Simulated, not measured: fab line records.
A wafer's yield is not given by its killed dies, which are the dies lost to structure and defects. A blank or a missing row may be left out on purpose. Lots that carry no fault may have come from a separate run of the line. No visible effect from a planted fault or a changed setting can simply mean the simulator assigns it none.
A struck lot beside a sound one | flow gf180mcu | 23 steps out of a route of 602
Sound: the wafers L225.2, L225.4, L225.6. Struck: wafer L234.2 (left out: L234.6, a lot-mate that was not struck); the cause follows at the end.
For every step that has rows: the tool of each side, followed by ch and its chambers, followed by its first start. Under that, the readings that differ: sound wafers | struck wafers | difference of the means | sigmas: that difference in standard deviations of wafers without a fault.
alike: same words and numbers on both sides, and readings whose means sit less than 2 such deviations apart. not compared: any withheld reading, any reading some wafer has no value for, any bound like >300 that may hide the same value, and any number with overlapping values for which the record gives no deviation.
Wherever a step has rows on one side only, a row that says differs or no value, or a row with sigmas, the two part there. Numbers that have no deviation but don't overlap get no sigmas and don't part them. A reading that every wafer of one side lacks parts them only if that side has two wafers or more.

first, 1 step without rows for these wafers: GF_POLY_GATE_DEVELOP_09 (develop time 60 s).
GF_POLY_GATE_CD_MEAS_10 targets a cd of 280 nm.
  struck on cd sem-01, day 12 00:06; sound on cd sem-02, day 9 08:36
  alike: cd nm
GF_POLY_GATE_OVL_MEAS_11:
  struck on overlay-01, day 12 00:12; sound on overlay-02, day 9 08:42
  alike: POLY_GATE_OVL
GF_POLY_GATE_ETCH_12: etches BARC in N2/H2.
  sound on rie diel-02 ch 0,2,3, day 9 08:44; struck on rie diel-04 ch 0, day 12 00:14
  alike: drypump motor current A, oes product au, throttle valve pct
GF_POLY_GATE_ETCH_13: etches poly-Si in HBr/Cl2, stops on SiO2, target depth 198.5 nm, time 69.6 s.
  sound on rie si-01 ch 0,1,3, day 9 08:47; struck on rie si-01 ch 2, day 12 00:17
  alike: drypump motor current A, he backside leak sccm, oes product au, throttle valve pct
  not compared: rf hours counter h
GF_POLY_GATE_STRIP_14: strips in O2/N2.
  sound on plasma asher-01 ch 0, day 9 08:50; struck on plasma asher-01 ch 1, day 12 00:20
  reading                     | sound          | struck | difference | sigmas
  drypump motor current A (A) | 5.79 5.79 5.80 | 6.42   | +0.63      | +3
  heater power w (W)          | 328 330 337    | 308    | -24        | -2
  alike: oes product au
  not compared: rf hours counter h
then, 2 steps without rows for these wafers: GF_POLY_GATE_CLEAN_15 (cleans in SC1/SC2, time 150 s); GF_POLY_GATE_OXIDATION_16 (stabilise 600 s, purge 300 s, target thk 4 nm).
GF_POLY_GATE_THK_MEAS_17:
  struck on film metro-01, day 12 01:45; sound on film metro-02, day 9 10:46
  alike: POLY_GATE_OXIDATION_THK
GF_POLY_GATE_CD_MEAS_18:
  struck on cd sem-01, day 12 01:50; sound on cd sem-01, day 9 10:58
  alike: cd nm
then, 2 steps without rows for these wafers: GF_HV_LDD_DEHYDRATE_00 (time 60 s); GF_HV_LDD_HMDS_01 (prime time 60 s).
GF_HV_LDD_COAT_02: resist thk 1000 nm.
  sound on litho track-03 ch 0, day 9 19:56; struck on litho track-01 ch 0, day 12 11:31
  reading                                     | sound         | struck | difference | sigmas
  model.NOVOLAK_of_HV_LDD_COAT_02.thk nm (nm) | 993.7 995 999 | 719.5  | -276.4     |
then, 3 steps without rows for these wafers: GF_HV_LDD_SOFTBAKE_03 (time 60 s); GF_HV_LDD_EXPOSE_04 (exposes mask Nplus LV AREA, target cd 400 nm); GF_HV_LDD_PEB_05.
GF_HV_LDD_DEVELOP_06: develop time 60 s.
  sound on litho track-03 ch 0, day 10 05:05; struck on litho track-02 ch 0, day 12 21:52
  reading                                     | sound             | struck | difference | sigmas
  model.NOVOLAK_of_HV_LDD_COAT_02.thk nm (nm) | 993.3 994.6 998.6 | 719.1  | -276.4     |
GF_HV_LDD_CD_MEAS_07 targets a cd of 400 nm.
  struck on cd sem-02, day 12 22:01; sound on cd sem-01, day 10 05:19
  reading    | sound             | struck | difference | sigmas
  cd nm (nm) | 402.3 401.0 401.4 | 430.2  | +28.6      | +14
GF_HV_LDD_OVL_MEAS_08:
  struck on overlay-02, day 12 22:07; sound on overlay-01, day 10 05:26
  alike: HV_LDD_OVL
next, for these wafers, 1 step has no rows: GF_HV_LDD_IMPLANT_09.
GF_HV_LDD_STRIP_10: strips in O2/N2.
  sound on plasma asher-04 ch 0,1, day 10 05:37; struck on plasma asher-03 ch 1, day 12 22:18
  reading                      | sound             | struck | difference | sigmas
  drypump motor current A (A)  | 5.89 6.12 6.12    | 5.70   | -0.34      | -2
  heater power w (W)           | 348 308 318       | 376    | +51        | +3
  oes product au (a.u.)        | 0.721 0.722 0.714 | 0.623  | -0.096     | -20
  strip time to endpoint s (s) | 12.55 12.58 12.62 | 9.34   | -3.24      | -99 or more
  not compared: rf hours counter h
GF_HV_LDD_TW_MEAS_11:
  struck on film metro-01, day 12 22:25; sound on film metro-04, day 10 05:43
  reading   | sound          | struck | difference | sigmas
  HV_LDD_TW | 2459 2465 2459 | 2393   | -68        | -2
GF_PASSIVATION_PROBE_99:
  sound wafers here have rows in the record (prober-01, day 29 05:01); struck ones have none

## WHERE THEY PART
At GF_POLY_GATE_STRIP_14 first; at GF_PASSIVATION_PROBE_99 last (within this record only).

WHY: what had been put in by the simulator
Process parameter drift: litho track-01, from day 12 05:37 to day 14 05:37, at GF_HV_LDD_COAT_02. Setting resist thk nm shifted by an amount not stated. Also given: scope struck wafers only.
